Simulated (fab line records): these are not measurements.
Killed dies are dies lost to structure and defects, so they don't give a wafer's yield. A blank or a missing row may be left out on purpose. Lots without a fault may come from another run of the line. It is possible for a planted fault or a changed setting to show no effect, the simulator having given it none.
The tool behind it: which one?	flow gf180mcu	Sampling: 10 lots, 30 wafers, 6 of 602 route steps

## WHAT EACH GAUGE READ, for each wafer
GF_V1_RS_MEAS_24: a four-point-probe measurement.
lot	measured	on	V1_W_RS (ohm/sq)
L412	day 18 07:01	film-metro-03	0.320 0.330 0.331
L414	day 18 23:04	film-metro-04	0.324 0.326 0.323
L417	day 19 23:08	film-metro-04	0.322 0.317 0.318
L418	day 20 10:32	film-metro-04	0.326 0.320 0.323
L427	day 23 17:51	film-metro-04	0.318 0.327 0.316
L428	day 24 05:45	film-metro-03	0.326 0.316 0.316
L429	day 25 03:58	film-metro-03	0.324 0.316 0.318
L431	day 25 11:37	film-metro-04	0.328 0.326 0.325
L435	day 26 07:07	film-metro-04	0.324 0.322 0.323
L434	day 26 08:42	film-metro-01	0.323 0.323 0.329

GF_V2_RS_MEAS_24: a four-point-probe measurement.
lot	measured	on	V2_W_RS (ohm/sq)
L412	day 20 10:11	film-metro-01	0.339 0.319 0.321
L414	day 21 02:45	film-metro-01	0.319 0.332 0.314
L417	day 22 01:55	film-metro-02	0.217 0.330 0.215 0.217 0.330 0.216
L418	day 22 12:14	film-metro-03	0.331 0.216 0.331 0.331 0.216 0.331
L427	day 25 15:09	film-metro-01	0.329 0.318 0.326
L428	day 26 04:21	film-metro-03	0.315 0.319 0.318
L429	day 27 00:37	film-metro-03	0.311 0.325 0.328
L431	day 27 08:41	film-metro-01	0.312 0.323 0.324
L435	day 28 02:51	film-metro-02	0.327 0.326 0.321
L434	day 28 04:30	film-metro-02	0.322 0.329 0.326

GF_V2_THK_MEAS_25: measures by xrf.
lot	measured	on	V2_W_THK (nm)
L412	day 20 10:18	film-metro-01	355 381 378
L414	day 21 02:51	film-metro-01	378 362 385
L417	day 22 17:20	film-metro-02	562 364 - - 364 -
L418	day 22 15:49	film-metro-03	356 557 356 358 559 358
L427	day 25 15:16	film-metro-01	363 376 366
L428	day 26 04:28	film-metro-03	379 376 377
L429	day 27 00:44	film-metro-03	377 361 358
L431	day 27 08:47	film-metro-01	388 371 370
L435	day 28 02:58	film-metro-02	370 374 376
L434	day 28 04:37	film-metro-02	374 368 371

## TOOL THAT RAN EACH LOT (tool first, then ch and the chambers of the sampled wafers, then the start)
lot	GF_V1_SPUTTER_21	GF_M2_STRIP_17	GF_V2_CVD_23
L412	pvd-sputter-03, day 18 06:49	plasma-asher-01 ch 0,1, day 19 07:49	cvd-w-01 ch 0,1, day 20 10:04
L414	pvd-sputter-04, day 18 22:42	plasma-asher-04 ch 0,1, day 20 00:14	cvd-w-01 ch 0,1, day 21 02:38
L417	pvd-sputter-04, day 19 22:48	plasma-asher-01 ch 0,1, day 21 00:08	cvd-w-01 ch 0,1, day 22 01:47
L418	pvd-sputter-01, day 20 10:19	plasma-asher-01 ch 0,1, day 21 10:55	cvd-w-01 ch 0,1, day 22 12:07
L427	pvd-sputter-04, day 23 17:37	plasma-asher-02 ch 0,1, day 24 16:07	cvd-w-02 ch 0,1, day 25 15:01
L428	pvd-sputter-01, day 24 05:31	plasma-asher-04 ch 0,1, day 25 04:47	cvd-w-02 ch 0,1, day 26 04:13
L429	pvd-sputter-04, day 25 03:45	plasma-asher-04 ch 0,1, day 26 01:40	cvd-w-01 ch 0,1, day 27 00:30
L431	pvd-sputter-04, day 25 11:16	plasma-asher-01 ch 0,1, day 26 09:56	cvd-w-01 ch 0,1, day 27 08:33
L435	pvd-sputter-03, day 26 06:53	plasma-asher-04 ch 0,1, day 27 04:22	cvd-w-02 ch 0,1, day 28 02:43
L434	pvd-sputter-04, day 26 08:28	plasma-asher-02 ch 0,1, day 27 06:16	cvd-w-02 ch 0,1, day 28 04:22
- GF_V1_SPUTTER_21: material Ti, target thk 15 nm, time 80.02 s.
- GF_M2_STRIP_17: strips in O2/N2.
- GF_V2_CVD_23: deposits W, target thk 350 nm, time 104.94 s.

## AS READ BY THE TOOLS THEMSELVES (means over the sampled wafers that have a number; for cases with no such wafer, the mark the record gives instead)
GF_V1_SPUTTER_21.
lot	tool	throttle-valve-pct (%)
L412	pvd-sputter-03	29.0
L414	pvd-sputter-04	30.3
L417	pvd-sputter-04	30.9
L418	pvd-sputter-01	31.0
L427	pvd-sputter-04	32.4
L428	pvd-sputter-01	30.6
L429	pvd-sputter-04	30.4
L431	pvd-sputter-04	31.8
L435	pvd-sputter-03	28.4
L434	pvd-sputter-04	32.4

GF_M2_STRIP_17.
lot	tool	drypump-motor-current-A (A)	heater-power-w (W)	oes-product-au (a.u.)	strip-time-to-endpoint-s (s)
L412	plasma-asher-01	5.6	357	0.542	7.38
L414	plasma-asher-04	6.5	321	0.534	7.40
L417	plasma-asher-01	5.6	353	0.536	7.36
L418	plasma-asher-01	5.5	407	0.538	7.40
L427	plasma-asher-02	6.4	338	0.536	7.40
L428	plasma-asher-04	6.5	320	0.532	7.34
L429	plasma-asher-04	6.4	298	0.539	7.44
L431	plasma-asher-01	5.5	409	0.538	7.46
L435	plasma-asher-04	6.5	323	0.541	7.42
L434	plasma-asher-02	6.4	338	0.532	7.36

GF_V2_CVD_23.
lot	tool	heater-power-w (W)
L412	cvd-w-01	832
L414	cvd-w-01	836
L417	cvd-w-01	829
L418	cvd-w-01	854
L427	cvd-w-02	819
L428	cvd-w-02	793
L429	cvd-w-01	866
L431	cvd-w-01	867
L435	cvd-w-02	815
L434	cvd-w-02	833

## THE ANSWER, worked out from the rows above alone
Rule: usual is defined by the lots themselves. The widest of any qualifying gaps counts: lots, ordered by their means at a reading, are off when they make up no more than a third of the lots, leave a main group of 4 or more, and stand apart from it by 3 or more times the standard deviation of that group's means. If all means in a main group match to the digits the tables above print for the reading, that group is not used. A lot without any number at a reading at which 4 lots or more have one is off too. Where the step has rows for the other lots, those lots are counted as sound. Order of review: gauges by route order, followed by the tools' own readings, for which a lot's mean as printed above is used. At the first step where some lot is off, the reading lying furthest off is the one used; lots without a number count as furthest.
Off: at GF_V2_RS_MEAS_24 (V2_W_RS), L417, L418. Main group: mean 0.323 ohm/sq, sd 0.0029.
A tool fits if, at a process step before that reading, it ran every lot that is off, and no sound lot after the first of them. Gauges at GF_V2_RS_MEAS_24: tried the same way as those tools. None of those tried fits.

## WHAT THE SIMULATOR PUT IN
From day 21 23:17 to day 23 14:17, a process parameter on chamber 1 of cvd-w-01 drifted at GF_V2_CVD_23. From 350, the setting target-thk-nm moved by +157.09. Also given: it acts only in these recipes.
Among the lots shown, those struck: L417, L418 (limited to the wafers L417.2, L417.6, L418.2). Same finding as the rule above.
